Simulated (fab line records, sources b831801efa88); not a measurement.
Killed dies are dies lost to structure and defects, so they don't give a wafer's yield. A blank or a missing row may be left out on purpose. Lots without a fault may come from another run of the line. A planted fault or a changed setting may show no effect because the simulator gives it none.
Which tool did it? | flow gf180mcu | 14 lots, 41 wafers sampled, at 2 steps of a route of 602

WHAT THE GAUGES READ, wafer by wafer
GF_M2_RS_MEAS_05: measures by four-point-probe. Usual: M2_ALCU_RS 0.0693 ohm/sq, standard deviation 0.00091.
lot  | measured     | on            | M2_ALCU_RS (ohm/sq)  | flag
L619 | day 18 13:44 | film_metro-01 | 0.0696 0.0703 0.0702 |
L620 | day 18 14:35 | film_metro-02 | 0.0699 0.0688 0.0691 |
L621 | day 19 06:13 | film_metro-01 | 0.0683 0.0682 0.0681 |
L623 | day 19 23:42 | film_metro-04 | 0.0696 0.0697 0.0698 |
L624 | day 20 01:37 | film_metro-01 | 0.0679 0.0683 0.0670 |
L626 | day 20 23:12 | film_metro-04 | 0.0695 0.0699 0.0703 |
L627 | day 21 08:10 | film_metro-01 | 0.0684 0.0680        |
L630 | day 22 10:58 | film_metro-01 | 0.0686 0.0687 0.0691 |
L637 | day 24 20:19 | film_metro-02 | 0.0691 0.0694 0.0686 |
L638 | day 24 21:55 | film_metro-04 | 0.0702 0.0704 0.0704 |
L639 | day 25 06:46 | film_metro-01 | 0.0699 0.0693 0.0691 |
L640 | day 25 17:37 | film_metro-02 | 0.0698 0.0696 0.0690 |
L641 | day 25 19:40 | film_metro-01 | 0.0702 0.0701 0.0706 |
L642 | day 26 03:06 | film_metro-02 | 0.0690 0.0701 0.0705 |

WHICH TOOL RAN EACH LOT (tool, then ch and the chambers of the sampled wafers, then the start)
lot  | GF_M2_SPUTTER_04
L619 | pvd_sputter-02, day 18 13:41
L620 | pvd_sputter-04, day 18 14:32
L621 | pvd_sputter-04, day 19 06:07
L623 | pvd_sputter-02, day 19 23:37
L624 | pvd_sputter-01, day 20 01:34
L626 | pvd_sputter-04, day 20 23:10
L627 | pvd_sputter-01, day 21 08:04
L630 | pvd_sputter-04, day 22 10:55
L637 | pvd_sputter-04, day 24 20:14
L638 | pvd_sputter-02, day 24 21:50
L639 | pvd_sputter-02, day 25 06:43
L640 | pvd_sputter-02, day 25 17:34
L641 | pvd_sputter-04, day 25 19:37
L642 | pvd_sputter-04, day 26 03:01
- GF_M2_SPUTTER_04: material TiN, target thk 50 nm, time 41.7 s.

WHAT THE TOOLS THEMSELVES READ (means of the sampled wafers that have a number; where no wafer has one, the mark that the record gives instead)
GF_M2_SPUTTER_04. Usual: throttle_valve_pct 30.4 %, standard deviation 0.76.
lot  | tool           | throttle_valve_pct (%) | flag
L619 | pvd_sputter-02 | 30.6                   |
L620 | pvd_sputter-04 | 29.9                   |
L621 | pvd_sputter-04 | 30.1                   |
L623 | pvd_sputter-02 | 30.9                   |
L624 | pvd_sputter-01 | 30.1                   |
L626 | pvd_sputter-04 | 29.6                   |
L627 | pvd_sputter-01 | 29.8                   |
L630 | pvd_sputter-04 | 30.2                   |
L637 | pvd_sputter-04 | 30.3                   |
L638 | pvd_sputter-02 | 30.6                   |
L639 | pvd_sputter-02 | 30.8                   |
L640 | pvd_sputter-02 | 30.7                   |
L641 | pvd_sputter-04 | 30.3                   |
L642 | pvd_sputter-04 | 30.1                   |

THE ANSWER, worked out from the rows above alone
Rule: a lot is off if the mean of its wafers that have a number lies more than 3 standard deviations from the usual mean. A lot without any number at a reading at which 4 lots or more have one is off too. The other lots that the step has rows for count as sound. The gauges are gone through in route order, then the tools' own readings, and for those a lot's mean is taken as printed above. The first step at which some lot is off is used, and at that step the reading that is off furthest; a lot without a number counts as furthest.
No lot is off at any reading shown: from this, nothing can be told.

WHAT THE SIMULATOR HAD PUT IN
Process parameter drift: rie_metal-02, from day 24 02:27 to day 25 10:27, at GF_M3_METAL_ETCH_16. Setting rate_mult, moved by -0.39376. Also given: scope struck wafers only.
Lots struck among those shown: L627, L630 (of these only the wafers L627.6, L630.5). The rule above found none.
